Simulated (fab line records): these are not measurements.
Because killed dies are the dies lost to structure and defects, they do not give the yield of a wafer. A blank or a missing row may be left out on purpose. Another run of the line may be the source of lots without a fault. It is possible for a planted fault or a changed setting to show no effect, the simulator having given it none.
Which tool was responsible? ; flow sky130 ; 45 wafers from 15 lots sampled at 4 of the route's 708 steps

== WHAT THE GAUGES READ, wafer by wafer ==
The record lacks any reading of a measuring or inspecting step that a usual standard deviation could be used to judge.

== EACH LOT AND THE TOOL THAT RAN IT (in order: tool; ch and the chambers of the sampled wafers; start) ==
lot;SKY_VIA1_SPUTTER_20;SKY_METAL2_SPUTTER_03;SKY_VIA2_PEB_10;SKY_METAL3_SPUTTER_00
L610;pvdSputter-04, day 33 23:40;pvdSputter-02, day 34 00:22;lithoTrack-01 ch 0, day 36 06:00;pvdSputter-01, day 36 07:54
L612;pvdSputter-01, day 34 18:48;pvdSputter-04, day 34 19:31;lithoTrack-01 ch 0, day 37 00:00;pvdSputter-04, day 37 01:56
L614;pvdSputter-01, day 35 10:30;pvdSputter-04, day 35 11:13;lithoTrack-04 ch 0, day 37 15:00;pvdSputter-04, day 37 17:37
L615;pvdSputter-01, day 35 19:15;pvdSputter-04, day 35 19:57;lithoTrack-04 ch 0, day 38 00:00;pvdSputter-01, day 38 02:19
L616;pvdSputter-04, day 36 03:57;pvdSputter-03, day 36 04:40;lithoTrack-01 ch 0, day 38 09:00;pvdSputter-03, day 38 11:35
L619;pvdSputter-02, day 36 22:11;pvdSputter-03, day 36 22:53;lithoTrack-02 ch 0, day 39 02:00;pvdSputter-04, day 39 05:46
L620;pvdSputter-01, day 37 06:31;pvdSputter-02, day 37 07:13;lithoTrack-02 ch 0, day 39 11:00;pvdSputter-01, day 39 13:03
L621;pvdSputter-01, day 37 18:58;pvdSputter-03, day 37 19:40;lithoTrack-04 ch 0, day 39 22:00;pvdSputter-01, day 40 00:45
L623;pvdSputter-01, day 38 01:19;pvdSputter-02, day 38 02:01;lithoTrack-02, day 40 05:00;-
L624;pvdSputter-04, day 38 16:40;pvdSputter-02, day 38 17:22;lithoTrack-01, day 40 18:00;-
L625;pvdSputter-04, day 38 20:13;pvdSputter-02, day 38 20:55;lithoTrack-04, day 40 23:00;-
L628;pvdSputter-01, day 39 10:36;pvdSputter-02, day 39 11:38;lithoTrack-04 ch 0, day 41 13:00;pvdSputter-03, day 41 15:53
L631;pvdSputter-02, day 40 16:49;pvdSputter-03, day 40 17:31;lithoTrack-02 ch 0, day 42 17:00;pvdSputter-01, day 42 19:36
L632;pvdSputter-01, day 40 19:35;pvdSputter-03, day 40 20:17;lithoTrack-04 ch 0, day 42 20:00;pvdSputter-04, day 42 22:05
L633;pvdSputter-01, day 41 10:56;pvdSputter-03, day 41 11:39;lithoTrack-04 ch 0, day 43 10:00;pvdSputter-04, day 43 12:54
- SKY_VIA1_SPUTTER_20: material TiN, target thk 20 nm, time 80 s.
- SKY_METAL2_SPUTTER_03: material Ti, target thk 5 nm, time 3.3 s.
- SKY_VIA2_PEB_10
- SKY_METAL3_SPUTTER_00: material Ti, target thk 15 nm, time 10 s.

== AS READ BY THE TOOLS THEMSELVES (means over the sampled wafers that have a number; for cases with no such wafer, the mark the record gives instead) ==
SKY_VIA1_SPUTTER_20.
lot;tool;throttleValvePct (%)
L610;pvdSputter-04;30.3
L612;pvdSputter-01;28.7
L614;pvdSputter-01;28.8
L615;pvdSputter-01;28.7
L616;pvdSputter-04;29.3
L619;pvdSputter-02;29.3
L620;pvdSputter-01;28.6
L621;pvdSputter-01;29.0
L623;pvdSputter-01;29.0
L624;pvdSputter-04;29.6
L625;pvdSputter-04;29.7
L628;pvdSputter-01;29.5
L631;pvdSputter-02;29.0
L632;pvdSputter-01;29.1
L633;pvdSputter-01;29.7

SKY_METAL2_SPUTTER_03.
lot;tool;throttleValvePct (%)
L610;pvdSputter-02;28.8
L612;pvdSputter-04;29.6
L614;pvdSputter-04;29.7
L615;pvdSputter-04;28.2
L616;pvdSputter-03;30.3
L619;pvdSputter-03;31.0
L620;pvdSputter-02;28.6
L621;pvdSputter-03;31.1
L623;pvdSputter-02;28.8
L624;pvdSputter-02;28.9
L625;pvdSputter-02;29.0
L628;pvdSputter-02;28.7
L631;pvdSputter-03;30.3
L632;pvdSputter-03;30.2
L633;pvdSputter-03;30.1

SKY_VIA2_PEB_10.
lot;tool;exhaustPa (Pa)
L610;lithoTrack-01;44.6
L612;lithoTrack-01;45.2
L614;lithoTrack-04;45.4
L615;lithoTrack-04;44.8
L616;lithoTrack-01;45.8
L619;lithoTrack-02;44.1
L620;lithoTrack-02;44.9
L621;lithoTrack-04;44.0
L623;lithoTrack-02;-
L624;lithoTrack-01;-
L625;lithoTrack-04;-
L628;lithoTrack-04;43.6
L631;lithoTrack-02;44.6
L632;lithoTrack-04;45.8
L633;lithoTrack-04;45.2

SKY_METAL3_SPUTTER_00.
lot;tool;throttleValvePct (%)
L610;pvdSputter-01;28.7
L612;pvdSputter-04;29.6
L614;pvdSputter-04;28.3
L615;pvdSputter-01;28.9
L616;pvdSputter-03;31.3
L619;pvdSputter-04;29.3
L620;pvdSputter-01;28.1
L621;pvdSputter-01;28.8
L628;pvdSputter-03;30.1
L631;pvdSputter-01;28.9
L632;pvdSputter-04;30.7
L633;pvdSputter-04;29.6

== THE ANSWER, worked out from the rows above alone ==
Rule: the usual values come from the lots themselves. Put in order of their means at a reading, lots are off if they are a third of the lots or fewer, leave a main group of 4 or more, and stand apart from it by a gap of 3 or more times the standard deviation of the main group's means; of several such gaps the widest counts. A main group whose means are all the same, to the digits that the tables above print for the reading, isn't used. Also off: a lot with no number at a reading for which 4 or more lots have one. All remaining lots with rows at the step are treated as sound. First the gauges in route order, then the tools' own readings, where a lot's mean is used as printed above. At the first step where some lot is off, the reading lying furthest off is the one used; lots without a number count as furthest.
Off: L623, L624, L625, at SKY_VIA2_PEB_10 (exhaustPa). Without a number there: L623, L624, L625. The main group: mean 44.8 Pa, standard deviation 0.67.
A tool fits if, at that step or a process step before it, it ran every lot that is off, and no sound lot after the first of them. Of those tried, none fits.

== WHAT WAS PUT IN BY THE SIMULATOR ==
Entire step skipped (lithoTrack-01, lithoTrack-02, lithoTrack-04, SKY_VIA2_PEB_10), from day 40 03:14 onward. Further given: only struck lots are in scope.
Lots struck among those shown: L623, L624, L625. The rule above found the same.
